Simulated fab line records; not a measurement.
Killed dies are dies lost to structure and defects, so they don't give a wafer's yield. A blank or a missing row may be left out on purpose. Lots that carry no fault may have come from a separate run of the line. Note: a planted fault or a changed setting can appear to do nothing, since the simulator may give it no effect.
Problem report in the 8D (eight disciplines) form, filled by code || flow gf180mcu || the parts of the form that need people (team, actions taken, sign-off) are left out

## 1. WHAT WENT WRONG
V5_CVD_02_THK at GF_V5_THK_MEAS_03 reads a mean of 1345 nm on 6 wafers of 2 lots; wafers without a fault read 1451 nm with a standard deviation of 21. That is -5.1 standard deviations from the usual mean.
Earliest sighting: wafer L235.1 on film metro-04 at day 29 06:10. At this step, 36 wafers from 12 lots have a number in the record. The rule behind "out" and "out of limits": a value lying over 4 standard deviations away from the usual mean. Any other wafer with a number is counted as sound.

## 2. WHAT IT IS, AND WHAT IT ISN'T
{"question": "which readings at this step", "is": "V5_CVD_02_THK", "is not": "-"}
{"question": "which lots", "is": "L235, L236", "is not": "L226, L228, L229, L238, L239, L244, L245, L246, L247, L248"}
{"question": "which wafers of those lots", "is": "all that have a number", "is not": "-"}
{"question": "read on which gauges", "is": "film metro-03, film metro-04", "is not": "film metro-01"}
{"question": "when", "is": "from day 29 06:10", "is not": "up to then (9 sound wafers); but 21 sound wafers of L238, L239, L244, L245, L246, L247, L248 came after"}

## 3. THE SUSPECTS, EACH WITH WHAT RULES IT OUT
Counting: a tool at any process step up to the reading remains a suspect when it ran all the lots that are out and ran no sound lot after the first of those.
- ruled out: the gauge at GF_V5_THK_MEAS_03. The wafers that are out were read on 2 gauges (film metro-03, film metro-04).
- pecvd-03 at GF_V5_CVD_02 (deposits SiO2 from TEOS, target thk 1450 nm, time 163.28 s): ruled out as a lasting fault. Following L235 (day 29 06:03), the first lot on it that is out, the sound lots L245 were run on it.
Left after counting: nothing in the record.

## 4. THE CAUSE (what the simulator had put in)
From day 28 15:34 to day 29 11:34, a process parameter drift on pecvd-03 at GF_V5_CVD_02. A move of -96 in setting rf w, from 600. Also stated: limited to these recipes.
The count ruled it out by mistake, since the rule takes a fault to strike every lot its tool runs from the start of the fault on, and this one did not do so.

## 5. THE EFFECT CHAIN, in route order
Rows list readings where the struck wafers' mean (over those with a number) sits beyond 3 standard deviations from the usual. Scope: only readings with a usual standard deviation given in the record; hours: median across lots of the time from each lot's start at the first step in this table that gives one to its start at this step; sigmas: change in usual standard deviations.
{"hours": 0, "step": "GF_V5_CVD_02", "reading": "rf fwd power W", "usual": "597.5 W", "on struck wafers": 502.0, "change": -95.5, "sigmas": -50}
{"hours": 0, "step": "GF_V5_THK_MEAS_03", "reading": "V5_CVD_02_THK", "usual": "1451 nm", "on struck wafers": 1345, "change": -106, "sigmas": -5.1}
The process steps in it:
- GF_V5_CVD_02: deposits SiO2 from TEOS, target thk 1450 nm, time 163.28 s.
At these later measuring or inspecting steps, every struck wafer for which the step has a row has a number for every such reading, and none has moved that far: GF_V5_BOW_MEAS_05.

## 6. HOW IT WOULD HAVE BEEN CAUGHT EARLIER
15 hours passed between the start of the fault at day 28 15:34 and the first reading out of limits at a measuring or inspecting step in this record, taken at day 29 06:10.
The tool's own readings at GF_V5_CVD_02 were out on every struck wafer that the step has a row for (rf fwd power W): an alarm limit on them would have fired on the first of those.
